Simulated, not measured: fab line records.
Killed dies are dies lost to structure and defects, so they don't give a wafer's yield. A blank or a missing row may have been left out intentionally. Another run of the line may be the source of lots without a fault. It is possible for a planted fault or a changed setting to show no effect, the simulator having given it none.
Which tool was responsible? -- flow sky130 -- 13 lots, 39 wafers sampled, at 6 steps of a route of 708

== WHAT THE GAUGES SHOWED, per wafer ==
SKY_NWELL_THK_MEAS_02.
lot,measured,on,NWELL_OXIDATION_THK (nm)
L415,day 3 01:53,film-metro-01,9.78 9.77 9.86
L416,day 3 13:14,film-metro-04,9.99 10.01 9.95
L417,day 3 18:35,film-metro-03,10.18 10.10 10.02
L418,day 3 18:35,film-metro-01,9.87 10.02 9.90
L420,day 4 01:13,film-metro-01,9.81 9.94 9.90
L419,day 4 01:14,film-metro-04,10.15 9.97 10.02
L429,day 5 20:31,film-metro-01,10.29 10.32 10.17
L430,day 6 03:31,film-metro-01,10.41 10.38 10.42
L431,day 6 03:31,film-metro-03,10.46 10.57 10.64
L432,day 6 09:47,film-metro-01,10.05 10.15 10.10
L433,day 6 12:22,film-metro-04,9.72 9.92 9.87
L434,day 6 18:02,film-metro-04,10.17 10.41 10.22
L438,day 7 12:08,film-metro-01,9.62 9.76 9.81

SKY_NWELL_OVL_MEAS_10.
lot,measured,on,NWELL_00_OVL (nm)
L415,day 4 23:16,overlay-02,-0.1 -0.1 -2.2
L416,day 5 13:52,overlay-02,0.0 0.9 1.1
L417,day 5 21:46,overlay-01,1.4 1.6 1.8
L418,day 5 21:25,overlay-02,-1.8 -2.0 -2.5
L420,day 6 04:55,overlay-01,-0.7 -1.6 0.2
L419,day 6 04:20,overlay-02,1.4 -0.1 0.7
L429,day 8 04:58,overlay-02,2.2 3.7 3.5
L430,day 8 14:46,overlay-02,0.8 -0.6 0.1
L431,day 8 13:49,overlay-02,0.3 -1.4 -0.1
L432,day 8 21:19,overlay-01,0.4 -0.4 0.3
L433,day 9 00:55,overlay-01,-1.0 -1.5 -0.6
L434,day 9 07:01,overlay-01,-0.5 -0.7 -0.9
L438,day 10 03:17,overlay-01,-0.5 -1.0 0.8

SKY_NWELL_TW_MEAS_26.
lot,measured,on,NWELL_2_TW
L415,day 5 18:15,film-metro-01,495 497 497
L416,day 6 07:35,film-metro-04,484 483 483
L417,day 6 17:02,film-metro-01,503 502 504
L418,day 6 15:33,film-metro-01,500 500 501
L420,day 6 23:56,film-metro-03,493 491 493
L419,day 6 23:49,film-metro-01,502 504 500
L429,day 9 02:14,film-metro-04,479 480 479
L430,day 9 16:41,film-metro-04,482 479 483
L431,day 9 11:59,film-metro-04,482 479 482
L432,day 9 20:11,film-metro-01,497 498 500
L433,day 10 00:02,film-metro-04,483 488 487
L434,day 10 06:17,film-metro-04,487 486 485
L438,day 11 02:11,film-metro-04,486 484 484

SKY_VT_ADJUST_HVTP_TW_MEAS_11.
lot,measured,on,VT_ADJUST_HVTP_TW
L415,day 6 12:06,film-metro-03,1341 1342 1336
L416,day 7 03:17,film-metro-02,1346 1338 1337
L417,day 7 12:15,film-metro-03,1340 1344 1345
L418,day 7 11:38,film-metro-03,1342 1337 1344
L420,day 7 20:38,film-metro-02,29 29 30
L419,day 7 19:44,film-metro-02,1336 1334 1335
L429,day 10 01:04,film-metro-03,1332 1336 1333
L430,day 10 15:52,film-metro-02,1340 1338 1339
L431,day 10 10:50,film-metro-02,1331 1343 1340
L432,day 10 18:52,film-metro-02,1333 1343 1345
L433,day 10 23:26,film-metro-03,1345 1341 1341
L434,day 11 05:53,film-metro-01,1353 1351 1357
L438,day 12 02:11,film-metro-02,1340 1347 1341

== WHICH TOOL RAN EACH LOT (tool, then ch and the chambers of the sampled wafers, then the start) ==
lot,SKY_NWELL_STRIP_25,SKY_VT_ADJUST_HVTP_STRIP_10
L415,"plasma-asher-03 ch 0,1, day 5 18:09","plasma-asher-02 ch 0,1, day 6 12:00"
L416,"plasma-asher-03 ch 0,1, day 6 07:29","plasma-asher-02 ch 0,1, day 7 03:10"
L417,"plasma-asher-01 ch 0,1, day 6 16:56","plasma-asher-01 ch 0,1, day 7 12:09"
L418,"plasma-asher-03 ch 0,1, day 6 15:27","plasma-asher-04 ch 0,1, day 7 11:32"
L420,"plasma-asher-03 ch 0,1, day 6 23:50","plasma-asher-04 ch 0,1, day 7 20:32"
L419,"plasma-asher-04 ch 0,1, day 6 23:43","plasma-asher-01 ch 0,1, day 7 19:38"
L429,"plasma-asher-03 ch 0,1, day 9 02:08","plasma-asher-01 ch 0,1, day 10 00:57"
L430,"plasma-asher-03 ch 0,1, day 9 16:35","plasma-asher-02 ch 0,1, day 10 15:46"
L431,"plasma-asher-01 ch 0,1, day 9 11:53","plasma-asher-01 ch 0,1, day 10 10:44"
L432,"plasma-asher-01 ch 1, day 9 20:05","plasma-asher-02 ch 0,1, day 10 18:46"
L433,"plasma-asher-03 ch 0,1, day 9 23:56","plasma-asher-02 ch 0,1, day 10 23:20"
L434,"plasma-asher-01 ch 0,1, day 10 06:11","plasma-asher-02 ch 0,1, day 11 05:47"
L438,"plasma-asher-04 ch 0,1, day 11 02:05","plasma-asher-04 ch 1, day 12 02:04"
- SKY_NWELL_STRIP_25: strips in O2/N2.
- SKY_VT_ADJUST_HVTP_STRIP_10: strips in O2/N2.

== WHAT THE TOOLS THEMSELVES READ (means of the sampled wafers that have a number; where no wafer has one, the mark that the record gives instead) ==
SKY_NWELL_STRIP_25.
lot,tool,drypump-motor-current-A (A),oes-product-au (a.u.),strip-time-to-endpoint-s (s)
L415,plasma-asher-03,5.8,0.725,36.86
L416,plasma-asher-03,5.8,0.722,36.90
L417,plasma-asher-01,5.2,0.724,36.85
L418,plasma-asher-03,5.8,0.725,36.79
L420,plasma-asher-03,5.8,0.815,-
L419,plasma-asher-04,5.3,0.720,36.92
L429,plasma-asher-03,6.0,0.718,36.94
L430,plasma-asher-03,6.0,0.719,36.98
L431,plasma-asher-01,5.5,0.727,36.71
L432,plasma-asher-01,4.9,0.727,36.82
L433,plasma-asher-03,5.8,0.722,36.96
L434,plasma-asher-01,5.5,0.724,36.80
L438,plasma-asher-04,5.6,0.725,36.88

SKY_VT_ADJUST_HVTP_STRIP_10.
lot,tool,drypump-motor-current-A (A),oes-product-au (a.u.),strip-time-to-endpoint-s (s)
L415,plasma-asher-02,6.0,0.718,14.25
L416,plasma-asher-02,6.4,0.717,14.09
L417,plasma-asher-01,5.2,0.709,14.19
L418,plasma-asher-04,5.6,0.713,14.19
L420,plasma-asher-04,5.3,0.723,50.66
L419,plasma-asher-01,5.5,0.720,14.16
L429,plasma-asher-01,5.2,0.710,14.20
L430,plasma-asher-02,6.0,0.716,14.18
L431,plasma-asher-01,5.5,0.718,14.17
L432,plasma-asher-02,6.3,0.717,14.16
L433,plasma-asher-02,6.4,0.719,14.23
L434,plasma-asher-02,6.4,0.715,14.24
L438,plasma-asher-04,5.9,0.715,14.15

== THE ANSWER, worked out from the rows above alone ==
Rule: what is usual is taken from the lots themselves. The widest of any qualifying gaps counts: lots, ordered by their means at a reading, are off when they make up no more than a third of the lots, leave a main group of 4 or more, and stand apart from it by 3 or more times the standard deviation of that group's means. A main group is skipped when, at the precision printed for the reading in the tables above, its means are all equal. A lot without any number at a reading at which 4 lots or more have one is off too. Where the step has rows for the other lots, those lots are counted as sound. Order of review: gauges by route order, followed by the tools' own readings, for which a lot's mean as printed above is used. At the first step where some lot is off, the reading lying furthest off is the one used; lots without a number count as furthest.
Off: at SKY_VT_ADJUST_HVTP_TW_MEAS_11 (VT_ADJUST_HVTP_TW), L420. The main group: mean 1341, standard deviation 4.8.
If a tool, at a process step before that reading, ran all the lots that are off and no sound lot after the first of them, it fits. The gauges at SKY_VT_ADJUST_HVTP_TW_MEAS_11 aren't tried: what is off there is off at SKY_NWELL_STRIP_25 too, on other tools, and a gauge's error can't cause that. No candidate that was tried fits.

== WHAT THE SIMULATOR HAD INSERTED ==
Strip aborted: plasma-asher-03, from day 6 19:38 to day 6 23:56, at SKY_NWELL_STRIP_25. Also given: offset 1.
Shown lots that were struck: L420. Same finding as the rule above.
